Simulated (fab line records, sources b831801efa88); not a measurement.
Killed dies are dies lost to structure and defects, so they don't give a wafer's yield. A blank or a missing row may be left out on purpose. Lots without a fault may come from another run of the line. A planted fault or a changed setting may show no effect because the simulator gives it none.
Split-lot experiment | flow gf180mcu | 5 lots, 23 wafers read, on a route of 602 steps

THE SPLIT
At GF_M1_SPUTTER_00 (material Ti, target thk 37.5 nm, time 150 s), the setting time_s was moved away from the recipe's 150 s on 8 of the 23 wafers read, by -7.0% to +14.5%. The other wafers ran this setting at the recipe's value.

The reading is taken at the split's own step.

THE READING
Ti_of_M1_SPUTTER_00.thk_nm (the simulator's own value, which no gauge read), in nm, at GF_M1_SPUTTER_00 (material Ti, target thk 37.5 nm, time 150 s). The file gives no usual value for it. The 15 wafers here that ran the recipe average 37.37 nm, standard deviation 0.35 nm.

wafer  | tool, chamber at the split | time_s as run, s | against the recipe | Ti_of_M1_SPUTTER_00.thk_nm, nm | against lot-mates on the recipe
L076.1 | pvd_sputter-04, -          | 150              | recipe             | 36.88                          | -
L076.2 | pvd_sputter-04, -          | 139.5            | -7.0%              | 34.46                          | -2.62
L076.3 | pvd_sputter-04, -          | 139.5            | -7.0%              | 34.88                          | -2.20
L076.4 | pvd_sputter-04, -          | 150              | recipe             | 37.29                          | -
L076.5 | pvd_sputter-04, -          | 139.5            | -7.0%              | 34.25                          | -2.84
L078.2 | pvd_sputter-04, -          | 150              | recipe             | 37.81                          | -
L078.3 | pvd_sputter-04, -          | 143.5            | -4.3%              | 35.9                           | -1.81
L078.4 | pvd_sputter-04, -          | 143.5            | -4.3%              | 36.26                          | -1.45
L078.5 | pvd_sputter-04, -          | 143.5            | -4.3%              | 36.16                          | -1.55
L078.6 | pvd_sputter-04, -          | 150              | recipe             | 37.61                          | -
L079.1 | pvd_sputter-01, -          | 150              | recipe             | 37.01                          | -
L079.4 | pvd_sputter-01, -          | 150              | recipe             | 37.21                          | -
L079.5 | pvd_sputter-01, -          | 150              | recipe             | 37.02                          | -
L082.1 | pvd_sputter-02, -          | 150              | recipe             | 37.89                          | -
L082.2 | pvd_sputter-02, -          | 171.8            | +14.5%             | 43.37                          | +5.74
L082.3 | pvd_sputter-02, -          | 150              | recipe             | 37.59                          | -
L082.5 | pvd_sputter-02, -          | 171.8            | +14.5%             | 43.27                          | +5.64
L082.6 | pvd_sputter-02, -          | 150              | recipe             | 37.4                           | -
L084.1 | pvd_sputter-01, -          | 150              | recipe             | 36.93                          | -
L084.2 | pvd_sputter-01, -          | 150              | recipe             | 37.69                          | -
L084.4 | pvd_sputter-01, -          | 150              | recipe             | 37.76                          | -
L084.5 | pvd_sputter-01, -          | 150              | recipe             | 37.57                          | -
L084.6 | pvd_sputter-01, -          | 150              | recipe             | 36.88                          | -

THE FIT
A straight line over all 23 wafers: Ti_of_M1_SPUTTER_00.thk_nm changes by +0.398 nm for each +1% of time_s; r = +0.99; the points scatter about the line by 0.36 nm.
The same after taking each lot's own level away (the mean of its wafers on the recipe; 23 wafers): +0.384 nm for each +1%; r = +0.99; scatter 0.25 nm.
On that fit, the largest move of time_s shifts the reading by 5.6 nm.
The lots' own levels span 37.080 to 37.710 nm, that is 1.8 times the standard deviation above.
So the lot-to-lot level changes the slope little: the two slopes agree.
Check: with one of the wafers moved furthest among these (+14.5%) left out of the fit, the line predicts +5.53 nm for it against its lot-mates. It came out at +5.74 nm against them.

OTHER SPLITS ON THESE WAFERS
These wafers also went through other splits before the reading. Each is held against what the fit with the lots' levels taken away leaves over:
other split on the same wafers      | wafers away from the commonest value | r with Ti_of_M1_SPUTTER_00.thk_nm (lot level and that fit taken away)
GF_HV_LDD_IMPLANT_09 energy_kev     | 4                                    | +0.00
GF_HV_LDD_STRIP_22 platen_temp_c    | 11                                   | -0.06
GF_HV_LDD_COAT_41 resist_thk_nm     | 5                                    | -0.12
GF_HV_LDD_DEVELOP_45 develop_time_s | 11                                   | -0.19
GF_NSD_EXPOSE_04 dose_mj            | 7                                    | +0.18
GF_NSD_IMPLANT_10 dose_cm2          | 4                                    | +0.05
GF_PSD_DEVELOP_06 develop_time_s    | 7                                    | +0.10
GF_SALICIDE_SPUTTER_03 power_w      | 10                                   | +0.10
GF_CONTACT_CVD_00 sih4_flow_sccm    | 7                                    | +0.31

THE FILE'S OWN FIT
Ti_of_M1_SPUTTER_00.thk_nm changes by +0.386 nm for each +1% of time_s, r = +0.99.
